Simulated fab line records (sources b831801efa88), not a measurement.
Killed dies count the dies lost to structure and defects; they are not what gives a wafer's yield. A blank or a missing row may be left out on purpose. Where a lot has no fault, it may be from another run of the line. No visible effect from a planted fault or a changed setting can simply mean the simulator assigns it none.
2 desks looking at one fault	flow gf180mcu	each desk has only its own numbers; what lay behind them comes last

## FOR THE TOOL OWNER'S DESK: implanter-03
The tool's own readings at GF_HV_LDD_IMPLANT_35, given as means over the sampled wafers that have a number, one for each lot that went through this tool. If a lot's mean is further than 4 standard deviations from the usual mean, the lot is out of limits and carries the mark OUT (the distance appears in the brackets).
Columns: A = dose_ions_cm2 at GF_HV_LDD_IMPLANT_35, usual 7.499e+12; B = end_station_pressure_torr at GF_HV_LDD_IMPLANT_35, usual 5.04e-06 Torr; C = faraday_current_uA at GF_HV_LDD_IMPLANT_35, usual 42.2
lot	first seen here	A	B	C
L113	day 12 19:39	7.490e+12	4.85e-06	42.0
L115	day 13 11:55	7.498e+12	5.02e-06	41.5
L121	day 15 08:11	7.504e+12	5.01e-06	42.4
L130	day 18 10:25	5.020e+12 (-99 or more) OUT	5.14e-06	27.9 (-18) OUT
L131	day 18 20:53	5.015e+12 (-99 or more) OUT	4.94e-06	28.3 (-18) OUT
Finding of this desk: L130, L131 out of limits; the first was L130 at day 18 10:25, on dose_ions_cm2 at GF_HV_LDD_IMPLANT_35. In limits: L113, L115, L121.

## AT THE METROLOGY DESK
What the gauges read, lot by lot, whatever tool the lot ran on: means of the sampled wafers that have a number. If a lot's mean is further than 4 standard deviations from the usual mean, the lot is out of limits and carries the mark OUT (the distance appears in the brackets).
Columns: A = HV_LDD_3_TW at GF_HV_LDD_TW_MEAS_38, usual 1447; B = HV_LDD_RS at GF_HV_LDD_RS_MEAS_53, usual 418.3 ohm/sq
lot	first seen here	A	B
L109	day 11 15:49	1445	419.4
L110	day 11 20:16	1441	419.1
L113	day 12 20:02	1445	419.6
L114	day 13 04:50	1458	420.0
L115	day 13 12:19	1448	417.4
L121	day 15 08:34	1447	419.2
L122	day 15 17:20	1446	417.0
L127	day 17 15:53	1449	418.1
L130	day 18 10:49	1412 (-5.2) OUT	424.3 (+5.4) OUT
L131	day 18 21:17	1404 (-6.5) OUT	424.3 (+5.4) OUT
L132	day 19 07:28	1446	418.1
This desk's result: L130, L131 out of limits, first on L130 (HV_LDD_3_TW at GF_HV_LDD_TW_MEAS_38), day 18 10:49. In limits: L109, L110, L113, L114, L115, L121, L122, L127, L132.

## PUT TOGETHER
At day 18 10:25, on L130, L131, the tool owner's desk was in a position to raise an alarm.
L130, L131 would have let the metrology desk raise an alarm at day 18 10:49.
On implanter-03, each named lot ran GF_HV_LDD_IMPLANT_35.

## WHAT THE SIMULATOR PUT IN
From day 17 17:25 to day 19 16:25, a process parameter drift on implanter-03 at GF_HV_LDD_IMPLANT_35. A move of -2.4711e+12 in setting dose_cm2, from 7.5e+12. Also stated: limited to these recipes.
Shown lots that were struck: L130, L131.
Fault start to first reading out of limits, in hours, per desk: tool owner, 17; metrology, 17.
